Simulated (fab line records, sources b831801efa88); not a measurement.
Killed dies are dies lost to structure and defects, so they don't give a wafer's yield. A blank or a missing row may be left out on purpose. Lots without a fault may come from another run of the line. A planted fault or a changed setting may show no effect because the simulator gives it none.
A struck lot beside a sound one | flow gf180mcu | 14 steps out of a route of 602
Sound: wafers L660.2, L660.3, L660.6. Struck: wafer L651.6. (L651.2, L651.5 of the same lot were not struck and are left out.) The cause comes at the end.
At each step with rows: each side's tool, then ch and its chambers, then its first start. Under that, the readings that differ: sound wafers | struck wafers | difference of the means | sigmas: that difference in standard deviations of wafers without a fault.
alike: readings whose means differ by less than 2 such deviations, and words and numbers that are the same on both sides. not compared: withheld readings, readings that some wafer has no value for, bounds like >300 that may hide the same value, and numbers for which the record gives no deviation and whose values overlap.
The two part at a step that has a row with sigmas, a row that says differs or no value, or rows on one side only. Numbers that don't overlap but have no deviation are shown without sigmas and don't part them. A reading that every wafer of one side lacks parts them only if that side has two wafers or more.

GF_V1_STRIP_18: strips in O2/N2.
  sound on plasma_asher-02 ch 0,1, day 24 20:53; struck on plasma_asher-02 ch 1, day 22 00:05
  alike: chamber_pressure_mTorr, drypump_motor_current_A, heater_power_w, o2_flow_sccm, oes_product_au
  not compared: rf_hours_counter_h
then, 3 steps without rows for these wafers: GF_V1_STRIP_19 (strips in post etch residue remover, time 1200 s); GF_V1_CLEAN_20 (cleans in DIW); GF_V1_SPUTTER_21 (material Ti, target thk 15 nm, time 80.02 s).
GF_V1_SPUTTER_22: material TiN, target thk 10 nm, time 40 s.
  sound on pvd_sputter-04, day 24 21:29; struck on pvd_sputter-04, day 22 00:41
  alike: throttle_valve_pct
then, 1 step without rows for these wafers: GF_V1_CVD_23 (deposits W, target thk 350 nm, time 105.05 s).
GF_V1_RS_MEAS_24: measures by four-point-probe.
  sound on film_metro-03, day 24 21:40; struck on film_metro-02, day 22 00:52
  alike: V1_W_RS
GF_V1_THK_MEAS_25: measures by xrf.
  sound on film_metro-03, day 24 21:46; struck on film_metro-02, day 22 00:58
  alike: V1_W_THK
GF_V1_CMP_26: polishes, stops on SiO2, t overpolish 15 s, target thk 0 nm.
  sound on cmp-01 ch 0,1,2, day 24 21:55; struck on cmp-01 ch 2, day 22 01:07
  alike: motor_current_A, overpolish_run_s, time_to_endpoint_s
then, 2 steps without rows for these wafers: GF_M2_SPUTTER_00 (material Ti, target thk 37.5 nm, time 150 s); GF_M2_SPUTTER_01 (material TiN, target thk 30 nm, time 25 s).
GF_M2_SPUTTER_02: material AlCu, target thk 450 nm, time 23.9 s.
  sound on pvd_sputter-02, day 24 22:15; struck on pvd_sputter-03, day 22 01:27
  reading                | sound          | struck | difference | sigmas
  throttle_valve_pct (%) | 29.6 28.3 28.4 | 31.2   | +2.4       | +2
GF_M2_SPUTTER_03: material Ti, target thk 10 nm, time 6.7 s.
  sound on pvd_sputter-02, day 24 22:17; struck on pvd_sputter-03, day 22 01:29
  reading                               | sound             | struck | difference | sigmas
  throttle_valve_pct (%)                | 29.7 28.0 28.5    | 31.3   | +2.6       | +3
  model.Ti_of_M2_SPUTTER_03.thk_nm (nm) | 10.25 10.28 10.06 | 14.4   | +4.2       |
  alike: substrate_temp_c
GF_M2_SPUTTER_04: material TiN, target thk 50 nm, time 41.7 s.
  sound on pvd_sputter-02, day 24 22:18; struck on pvd_sputter-03, day 22 01:30
  reading                | sound          | struck | difference | sigmas
  throttle_valve_pct (%) | 29.4 28.3 28.3 | 31.5   | +2.8       | +3

WHERE THEY PART
First at GF_M2_SPUTTER_02; last, within this record, at GF_M2_SPUTTER_04.

WHY: what the simulator had put in
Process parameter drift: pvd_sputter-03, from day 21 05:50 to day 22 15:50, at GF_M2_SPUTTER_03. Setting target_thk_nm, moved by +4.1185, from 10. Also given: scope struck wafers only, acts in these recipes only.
